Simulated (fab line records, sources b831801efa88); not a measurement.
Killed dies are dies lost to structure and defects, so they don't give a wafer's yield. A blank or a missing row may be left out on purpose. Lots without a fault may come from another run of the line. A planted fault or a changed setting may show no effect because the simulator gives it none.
A struck lot beside a sound one | flow sky130 | 21 steps out of a route of 708
Sound: wafers L717.1, L717.3, L717.4. Struck: wafer L733.6. (L733.3 of the same lot was not struck and is left out.) The cause comes at the end.
At each step with rows: each side's tool, then ch and its chambers, then its first start. Under that, the readings that differ: sound wafers | struck wafers | difference of the means | sigmas: that difference in standard deviations of wafers without a fault.
alike: readings whose means differ by less than 2 such deviations, and words and numbers that are the same on both sides. not compared: withheld readings, readings that some wafer has no value for, bounds like >300 that may hide the same value, and numbers for which the record gives no deviation and whose values overlap.
The two part at a step that has a row with sigmas, a row that says differs or no value, or rows on one side only. Numbers that don't overlap but have no deviation are shown without sigmas and don't part them. A reading that every wafer of one side lacks parts them only if that side has two wafers or more.

SKY_SD_N_RS_MEAS_17: measures by four-point-probe.
  sound on film_metro-03, day 29 07:58; struck on film_metro-02, day 35 08:22
  alike: SD_P_RS
SKY_SD_N_RS_MEAS_18: measures by four-point-probe.
  sound on film_metro-03, day 29 08:05; struck on film_metro-02, day 35 08:29
  alike: RES_XHIGH_RS
then, 2 steps without rows for these wafers: SKY_SALICIDE_CLEAN_00 (cleans in HF-last, time 30 s); SKY_LI_CONTACT_HDPCVD_00 (deposits PSG, target thk 930 nm, time 155 s).
SKY_LI_CONTACT_THK_MEAS_01:
  sound on film_metro-02, day 29 08:20; struck on film_metro-03, day 35 08:42
  reading                    | sound       | struck | difference | sigmas
  LI_CONTACT_HDPCVD_THK (nm) | 923 929 919 | 951    | +27        | +3
SKY_LI_CONTACT_CMP_02: polishes PSG.
  sound on cmp-01 ch 0,2,3, day 29 08:23; struck on cmp-02 ch 1, day 35 08:44
  reading             | sound          | struck | difference | sigmas
  motor_current_A (A) | 15.4 13.7 10.8 | 9.5    | -3.8       | -2
  alike: slurry_filter_dp_kPa, time_to_endpoint_s
SKY_LI_CONTACT_BOW_MEAS_03:
  sound on film_metro-02, day 29 08:41; struck on film_metro-04, day 35 09:05
  alike: LI_CONTACT_BOW
then, 5 steps without rows for these wafers: SKY_LI_CONTACT_DEHYDRATE_04 (time 60 s); SKY_LI_CONTACT_HMDS_05 (prime time 60 s); SKY_LI_CONTACT_COAT_06 (resist thk 60 nm); SKY_LI_CONTACT_COAT_07 (resist thk 450 nm); SKY_LI_CONTACT_SOFTBAKE_08 (time 90 s).
SKY_LI_CONTACT_EXPOSE_09: exposes mask LICM1, target cd 170 nm.
  sound on krf_scanner-01 ch 0, day 29 23:25; struck on krf_scanner-01 ch 0, day 35 22:15
  alike: mask, focus_offset_nm, stage_vel_mm_s
then, 2 steps without rows for these wafers: SKY_LI_CONTACT_PEB_10; SKY_LI_CONTACT_DEVELOP_11 (develop time 60 s).
SKY_LI_CONTACT_CD_MEAS_12: target cd 170 nm.
  sound on cd_sem-02, day 30 12:58; struck on cd_sem-01, day 36 11:22
  reading    | sound             | struck | difference | sigmas
  cd_nm (nm) | 168.6 168.9 169.4 | 119.5  | -49.5      | -41
SKY_LI_CONTACT_OVL_MEAS_13:
  sound on overlay-01, day 30 13:05; struck on overlay-02, day 36 11:27
  alike: LI_CONTACT_OVL
SKY_LI_CONTACT_ETCH_14: etches BARC in N2/H2, stops on SiO2, time 45.9 s, target depth 60 nm.
  sound on rie_diel-01 ch 0,1,2, day 30 13:07; struck on rie_diel-04 ch 2, day 36 11:28
  reading                     | sound           | struck | difference | sigmas
  model.LI_CONTACT.cd_nm (nm) | 168.8 168.6 169 | 119.8  | -49.0      |
  alike: drypump_motor_current_A, oes_product_au, throttle_valve_pct
  not compared: rf_hours_counter_h
SKY_LI_CONTACT_ETCH_15: etches PSG in C4F8/O2/Ar, stops on Si, target depth 600 nm.
  sound on rie_diel-01 ch 0,1,2, day 30 13:10; struck on rie_diel-04 ch 2, day 36 11:31
  reading                     | sound             | struck | difference | sigmas
  model.LI_CONTACT.cd_nm (nm) | 168.7 169.2 168.8 | 119.4  | -49.5      |
  alike: oes_product_au
SKY_LI_CONTACT_STRIP_16: strips in O2/N2.
  sound on plasma_asher-03 ch 0,1, day 30 13:14; struck on plasma_asher-02 ch 0, day 36 11:38
  alike: drypump_motor_current_A, o2_flow_sccm, oes_product_au, strip_time_to_endpoint_s
  not compared: rf_hours_counter_h
-- the record jumps here: 15 days lie between the struck wafers' starts before and after (it left off in module LI_CONTACT and takes up again in module PAD_OPEN, whose first step shown is number 708 of the route) --
SKY_PAD_OPEN_PROBE_99:
  the record has rows for the struck wafers here (prober-01, day 51 08:50) and none for the sound ones

WHERE THEY PART
First at SKY_LI_CONTACT_THK_MEAS_01; last, within this record, at SKY_PAD_OPEN_PROBE_99.

WHY: what the simulator had put in
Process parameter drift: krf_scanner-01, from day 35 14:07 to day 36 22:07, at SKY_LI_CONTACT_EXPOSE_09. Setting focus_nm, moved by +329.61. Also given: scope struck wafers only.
